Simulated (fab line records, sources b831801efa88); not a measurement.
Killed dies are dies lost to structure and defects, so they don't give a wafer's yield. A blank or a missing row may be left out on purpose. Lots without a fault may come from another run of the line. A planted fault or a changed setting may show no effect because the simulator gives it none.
Which tool did it? | flow sfq_line | 7 lots, 21 wafers sampled, at 2 steps of a route of 325

WHAT THE GAUGES READ, wafer by wafer
SFQ_M2_RS_MEAS_914: measures by four-point-probe.
lot  | measured     | on            | M2_NB_RS (ohm/sq)
L116 | day 23 13:31 | film_metro-03 | 0.867 0.893 0.887
L118 | day 24 12:14 | film_metro-04 | 0.903 0.902 0.897
L120 | day 25 00:22 | film_metro-02 | 0.880 0.894 0.883
L124 | day 25 14:01 | film_metro-03 | 0.908 0.907 0.895
L128 | day 26 02:00 | film_metro-04 | 0.890 0.899 0.895
L130 | day 26 05:37 | film_metro-04 | 0.900 0.896 0.902
L134 | day 26 10:26 | film_metro-04 | 0.886 0.890 0.898

WHICH TOOL RAN EACH LOT (tool, then ch and the chambers of the sampled wafers, then the start)
lot  | SFQ_TRILAYER_M2_DEP_SPUTTER_055
L116 | pvd_sputter-04, day 23 13:23
L118 | pvd_sputter-05, day 24 12:08
L120 | pvd_sputter-04, day 25 00:14
L124 | pvd_sputter-04, day 25 13:56
L128 | pvd_sputter-03, day 26 01:55
L130 | pvd_sputter-04, day 26 05:31
L134 | pvd_sputter-03, day 26 10:20
- SFQ_TRILAYER_M2_DEP_SPUTTER_055: material Nb, target thk 200 nm, time 133.3 s.

THE ANSWER, worked out from the rows above alone
Rule: what is usual is taken from the lots themselves. Put in order of their means at a reading, lots are off if they are a third of the lots or fewer, leave a main group of 4 or more, and stand apart from it by a gap of 3 or more times the standard deviation of the main group's means; of several such gaps the widest counts. A main group whose means are all the same, to the digits that the tables above print for the reading, isn't used. A lot without any number at a reading at which 4 lots or more have one is off too. The other lots that the step has rows for count as sound.
No lot is off at any reading shown: from this, nothing can be told.

WHAT THE SIMULATOR HAD PUT IN
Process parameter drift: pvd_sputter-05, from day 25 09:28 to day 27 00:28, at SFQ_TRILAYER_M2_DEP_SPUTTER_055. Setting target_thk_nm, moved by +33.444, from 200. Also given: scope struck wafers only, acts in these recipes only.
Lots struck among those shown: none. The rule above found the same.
